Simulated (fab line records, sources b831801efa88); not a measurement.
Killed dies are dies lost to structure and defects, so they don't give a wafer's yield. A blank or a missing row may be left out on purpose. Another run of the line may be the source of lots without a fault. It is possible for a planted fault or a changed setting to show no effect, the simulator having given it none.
Struck lot and sound lot, side by side	flow sky130	23 out of 708 route steps
Sound: wafers L281.2, L281.3, L281.4. Wafers struck: L291.2, L291.3, L291.4. At the end, the cause is stated.
Order at every step that has rows: each side's tool, ch and its chambers, its first start. Under that, the readings that differ: sound wafers	struck wafers	difference of the means	sigmas: that difference in standard deviations of wafers without a fault.
alike: a reading whose means differ by less than 2 such deviations, as well as words and numbers matching on both sides. not compared: withheld readings; readings where some wafer has no value; bounds like >300 that might hide an equal value; numbers whose values overlap and for which the record gives no deviation.
A row with sigmas, a row that says differs or no value, or rows on one side alone: a step with any of these is where the two part. Non-overlapping numbers with no deviation appear without sigmas and do not part them. A reading missing from all wafers of one side parts the sides only when that side holds two or more wafers.

SKY_LOCAL_INTERCONNECT_STRIP_15: strips in O2/N2.
  sound on plasmaAsher-02 ch 0,1, day 33 13:46; struck on plasmaAsher-02 ch 0,1, day 36 05:07
  alike: drypumpMotorCurrentA, oesProductAu, stripTimeToEndpointS
  not compared: rfHoursCounterH
then, 3 steps without rows for these wafers: SKY_LOCAL_INTERCONNECT_STRIP_16 (strips in post etch residue remover, time 1200 s); SKY_LOCAL_INTERCONNECT_CLEAN_17 (cleans in IPA, time 180 s); SKY_LOCAL_INTERCONNECT_CLEAN_18 (cleans in O3/DIW).
SKY_CONTACT_CVD_00: deposits Si3N4, target thk 75 nm.
  sound on pecvd-03 ch 0,1, day 33 14:23; struck on pecvd-02 ch 0,2, day 36 05:42
reading	sound	struck	difference	sigmas
heaterPowerW (W)	845 889 848	663 653 671	-198	-2
  alike: rfFwdPowerW
SKY_CONTACT_THK_MEAS_01:
  sound: filmMetro-01 at day 33 14:26; struck: filmMetro-04 at day 36 05:44
  alike: CONTACT_CVD_00_THK
then, 1 step without rows for these wafers: SKY_CONTACT_HDPCVD_02 (deposits SiO2, target thk 565 nm, time 94.2 s).
SKY_CONTACT_THK_MEAS_03:
  sound: filmMetro-03 at day 33 14:34; struck: filmMetro-03 at day 36 05:55
reading	sound	struck	difference	sigmas
CONTACT_HDPCVD_THK (nm)	549 551 546	566 569 561	+17	+2
SKY_CONTACT_CMP_04: polishes SiO2.
  sound on cmp-01 ch 1,2,3, day 33 14:41; struck on cmp-02 ch 0,2,3, day 36 05:58
  alike: headPressurePsi, motorCurrentA, timeToEndpointS
SKY_CONTACT_BOW_MEAS_05:
  sound: filmMetro-03 at day 33 15:01; struck: filmMetro-04 at day 36 06:17
  alike: CONTACT_BOW
then, 2 steps without rows for these wafers: SKY_CONTACT_DEHYDRATE_06 (time 60 s); SKY_CONTACT_HMDS_07 (prime time 60 s).
SKY_CONTACT_COAT_08: resist thk 60 nm.
  sound on lithoTrack-02 ch 0, day 34 03:35; struck on lithoTrack-03 ch 0, day 36 18:37
reading	sound	struck	difference	sigmas
spinSpeedRpm (rpm)	3001.0 2998.8 3000.1	2624.2 2625.3 2621.2	-376.4	-99 or more
then, 5 steps without rows for these wafers: SKY_CONTACT_COAT_09 (resist thk 450 nm); SKY_CONTACT_SOFTBAKE_10 (time 90 s); SKY_CONTACT_EXPOSE_11 (exposes mask CTM1, target cd 170 nm); SKY_CONTACT_PEB_12; SKY_CONTACT_DEVELOP_13 (develop time 60 s).
SKY_CONTACT_CD_MEAS_14 targets a cd of 170 nm.
  sound: cdSem-01 at day 34 16:46; struck: cdSem-02 at day 37 08:59
  alike: cdNm
SKY_CONTACT_OVL_MEAS_15:
  sound: overlay-02 at day 34 16:52; struck: overlay-02 at day 37 09:05
  alike: CONTACT_OVL
SKY_CONTACT_ETCH_16: etches BARC in N2/H2, stops on SiO2, time 45.9 s, target depth 60 nm.
  sound on rieDiel-01 ch 1,2,3, day 34 16:53; struck on rieDiel-04 ch 1,2,3, day 37 09:07
reading	sound	struck	difference	sigmas
oesProductAu (a.u.)	0.852 0.854 0.858	0.888 0.885 0.885	+0.031	+7
model.etch.depthNm (nm)	60.07 60.07 60.09	64.05 64.06 64.15	+4.01	
  alike: drypumpMotorCurrentA, rfFwdPowerW, throttleValvePct
  not compared: rfHoursCounterH
SKY_CONTACT_ETCH_17: etches SiO2 in C4F8/O2/Ar, stops on Si3N4, target depth 340 nm.
  sound on rieDiel-01 ch 1,2,3, day 34 16:56; struck on rieDiel-04 ch 1,2,3, day 37 09:10
  alike: oesProductAu, rfFwdPowerW
-- the record jumps here: 13 days lie between the struck wafers' starts before and after (it left off in module CONTACT and takes up again in module PAD_OPEN, whose first step shown is number 708 of the route) --
SKY_PAD_OPEN_PROBE_99:
  sound: prober-02 at day 48 08:13; struck: prober-01 at day 50 02:26
  alike: killed_at_M0_to_M3, killed_at_M4_up, killedAtContacts, killedAtFrontEnd, killedAtOther, killedDies, killedOpen, killedShort

== WHERE THEY PART ==
At SKY_CONTACT_CVD_00 first; at SKY_CONTACT_ETCH_16 last (within this record only). Later steps at which nothing parts them and some readings are alike: SKY_CONTACT_ETCH_17, SKY_PAD_OPEN_PROBE_99.

WHY: the cause the simulator had injected
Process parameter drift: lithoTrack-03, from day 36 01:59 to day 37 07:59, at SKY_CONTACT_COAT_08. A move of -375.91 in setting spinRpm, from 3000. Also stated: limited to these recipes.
